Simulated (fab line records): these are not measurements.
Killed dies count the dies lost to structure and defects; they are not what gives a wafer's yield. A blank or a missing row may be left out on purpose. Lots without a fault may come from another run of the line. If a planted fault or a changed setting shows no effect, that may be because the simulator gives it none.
The tool behind it: which one?    flow gf180mcu    Sampling: 13 lots, 39 wafers, 5 of 602 route steps

## WHAT THE GAUGES READ, wafer by wafer
GF_STI_CD_MEAS_12: the cd target is 220 nm.
lot   measured     on         cd nm (nm)
L430  day 2 01:13  cd sem-01  222.0 221.0 222.0
L431  day 2 08:36  cd sem-01  220.5 220.5 220.2
L433  day 2 18:33  cd sem-02  219.4 220.8 219.9
L434  day 2 23:55  cd sem-01  219.5 217.8 219.1
L435  day 3 03:29  cd sem-01  220.5 220.7 221.9
L437  day 3 14:56  cd sem-02  220.8 220.2 220.2
L438  day 3 18:17  cd sem-02  219.6 219.3 218.0
L439  day 3 23:29  cd sem-01  219.0 219.2 219.6
L440  day 4 06:33  cd sem-01  219.6 220.2 219.0
L443  day 4 20:50  cd sem-01  218.6 218.8 218.5
L445  day 5 08:20  cd sem-01  220.0 220.4 220.8
L451  day 6 13:42  cd sem-02  222.8 222.2 222.7
L453  day 6 23:59  cd sem-02  219.0 218.1 219.6

GF_STI_THK_MEAS_30.
lot   measured     on             STI_OXIDATION_02_THK (nm)
L430  day 2 10:28  film metro-02  10.12 10.17 10.08
L431  day 2 14:22  film metro-01  10.10 10.02 9.94
L433  day 3 01:27  film metro-02  10.16 10.13 10.21
L434  day 3 04:55  film metro-03  10.11 10.18 10.24
L435  day 3 07:50  film metro-03  10.05 10.02 9.99
L437  day 3 19:39  film metro-03  10.03 10.07 9.82
L438  day 3 23:19  film metro-02  10.12 9.93 10.00
L439  day 4 03:59  film metro-03  9.99 10.04 10.18
L440  day 4 11:31  film metro-03  9.99 9.71 9.81
L443  day 5 01:40  film metro-02  9.84 9.95 9.95
L445  day 5 12:52  film metro-01  9.93 9.91 10.01
L451  day 6 18:02  film metro-03  10.32 10.00 10.12
L453  day 7 04:20  film metro-03  10.02 10.18 9.87

GF_POLY_GATE_CD_MEAS_18.
lot   measured      on         cd nm (nm)
L430  day 9 15:25   cd sem-01  284.1 283.4 282.8
L431  day 9 20:56   cd sem-02  278.6 279.1 279.9
L433  day 10 14:58  cd sem-02  278.4 279.9 279.4
L434  day 10 17:26  cd sem-02  280.9 279.3 282.5
L435  day 10 21:49  cd sem-01  280.9 279.6 282.3
L437  day 11 15:16  cd sem-02  279.4 279.1 277.0
L438  day 11 21:41  cd sem-02  281.2 280.0 281.4
L439  day 11 23:49  cd sem-02  280.9 281.4 281.4
L440  day 12 19:18  cd sem-02  281.7 282.6 281.9
L443  day 13 12:02  cd sem-02  285.5 287.5 287.6
L445  day 13 23:22  cd sem-02  285.4 285.5 282.4
L451  day 15 17:05  cd sem-02  277.3 278.8 277.0
L453  day 16 03:16  cd sem-02  279.3 279.2 277.3

## WHICH TOOL RAN EACH LOT (tool, then ch and the chambers of the sampled wafers, then the start)
lot   GF_POLY_GATE_ETCH_12                GF_POLY_GATE_STRIP_14
L430  rie diel-02 ch 0,1, day 9 13:23     plasma asher-04 ch 0,1, day 9 13:31
L431  rie diel-03 ch 1,2,3, day 9 17:54   plasma asher-02 ch 0,1, day 9 18:00
L433  rie diel-03 ch 0,1, day 10 13:24    plasma asher-03 ch 0, day 10 13:30
L434  rie diel-01 ch 0,3, day 10 14:39    plasma asher-04 ch 0,1, day 10 14:45
L435  rie diel-02 ch 0,2,3, day 10 19:56  plasma asher-02 ch 0,1, day 10 20:03
L437  rie diel-01 ch 0,1,2, day 11 10:53  plasma asher-04 ch 0,1, day 11 11:00
L438  rie diel-02 ch 0,1,3, day 11 19:00  plasma asher-03 ch 0,1, day 11 19:06
L439  rie diel-02 ch 2,3, day 11 22:15    plasma asher-03 ch 0,1, day 11 22:21
L440  rie diel-03 ch 1,2,3, day 12 16:39  plasma asher-02 ch 0,1, day 12 16:45
L443  rie diel-02 ch 1,2,3, day 13 08:23  plasma asher-02 ch 0,1, day 13 08:30
L445  rie diel-02 ch 0,1,3, day 13 20:09  plasma asher-03 ch 0,1, day 13 20:15
L451  rie diel-01 ch 0,2,3, day 15 14:52  plasma asher-03 ch 0,1, day 15 14:59
L453  rie diel-01 ch 0,2,3, day 16 01:39  plasma asher-02 ch 0,1, day 16 01:45
- GF_POLY_GATE_ETCH_12: etches BARC in N2/H2.
- GF_POLY_GATE_STRIP_14: strips in O2/N2.

## AS READ BY THE TOOLS THEMSELVES (means over the sampled wafers that have a number; for cases with no such wafer, the mark the record gives instead)
GF_POLY_GATE_ETCH_12.
lot   tool         drypump motor current A (A)  oes product au (a.u.)  rf fwd power W (W)  throttle valve pct (%)
L430  rie diel-02  5.8                          0.734                  496.1               13.224
L431  rie diel-03  5.9                          0.741                  497.4               13.211
L433  rie diel-03  5.9                          0.738                  497.6               13.209
L434  rie diel-01  5.6                          0.738                  496.6               13.221
L435  rie diel-02  5.4                          0.735                  495.6               13.213
L437  rie diel-01  5.5                          0.735                  497.0               13.213
L438  rie diel-02  5.7                          0.735                  494.6               13.215
L439  rie diel-02  5.1                          0.739                  495.7               13.209
L440  rie diel-03  5.8                          0.738                  496.1               13.210
L443  rie diel-02  5.3                          0.736                  296.3               13.213
L445  rie diel-02  5.7                          0.737                  295.6               13.223
L451  rie diel-01  5.4                          0.735                  493.6               13.223
L453  rie diel-01  5.4                          0.736                  497.0               13.218

GF_POLY_GATE_STRIP_14.
lot   tool             drypump motor current A (A)  heater power w (W)  oes product au (a.u.)
L430  plasma asher-04  5.8                          330                 0.506
L431  plasma asher-02  6.3                          326                 0.505
L433  plasma asher-03  6.3                          356                 0.509
L434  plasma asher-04  5.8                          332                 0.511
L435  plasma asher-02  6.0                          339                 0.506
L437  plasma asher-04  5.9                          333                 0.499
L438  plasma asher-03  5.5                          335                 0.506
L439  plasma asher-03  5.5                          335                 0.507
L440  plasma asher-02  6.2                          328                 0.501
L443  plasma asher-02  6.2                          320                 0.511
L445  plasma asher-03  5.6                          342                 0.511
L451  plasma asher-03  5.9                          344                 0.502
L453  plasma asher-02  6.0                          343                 0.501

## THE ANSWER, worked out from the rows above alone
Rule: usual is defined by the lots themselves. Put in order of their means at a reading, lots are off if they are a third of the lots or fewer, leave a main group of 4 or more, and stand apart from it by a gap of 3 or more times the standard deviation of the main group's means; of several such gaps the widest counts. If all means in a main group match to the digits the tables above print for the reading, that group is not used. Also off: a lot with no number at a reading for which 4 or more lots have one. The other lots that the step has rows for count as sound. First the gauges in route order, then the tools' own readings, where a lot's mean is used as printed above. At the first step where some lot is off, the reading lying furthest off is the one used; lots without a number count as furthest.
Off at GF_POLY_GATE_ETCH_12 (rf fwd power W): L443, L445. The main group: mean 496.1 W, standard deviation 1.2.
If a tool, at that step or one of the process steps before it, ran each lot that is off and ran no sound lot following the first of them, it fits. One candidate fits, namely rie diel-02 at GF_POLY_GATE_ETCH_12. A fault onset in the window from L439 (day 11 22:15, its last sound lot) to L443 (day 13 08:23, its first lot off) fits.
The tool's own readings at GF_POLY_GATE_ETCH_12 bear it out: on the lots that are off they differ by more than 5 times the standard deviation of the sound lots' means. rf fwd power W reads 296.0 W there against 496.1 W on the sound lots.

## WHAT THE SIMULATOR HAD PUT IN
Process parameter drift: rie diel-02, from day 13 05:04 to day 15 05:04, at GF_POLY_GATE_ETCH_12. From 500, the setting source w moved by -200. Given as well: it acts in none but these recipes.
Lots struck among those shown: L443, L445. The rule above found the same.
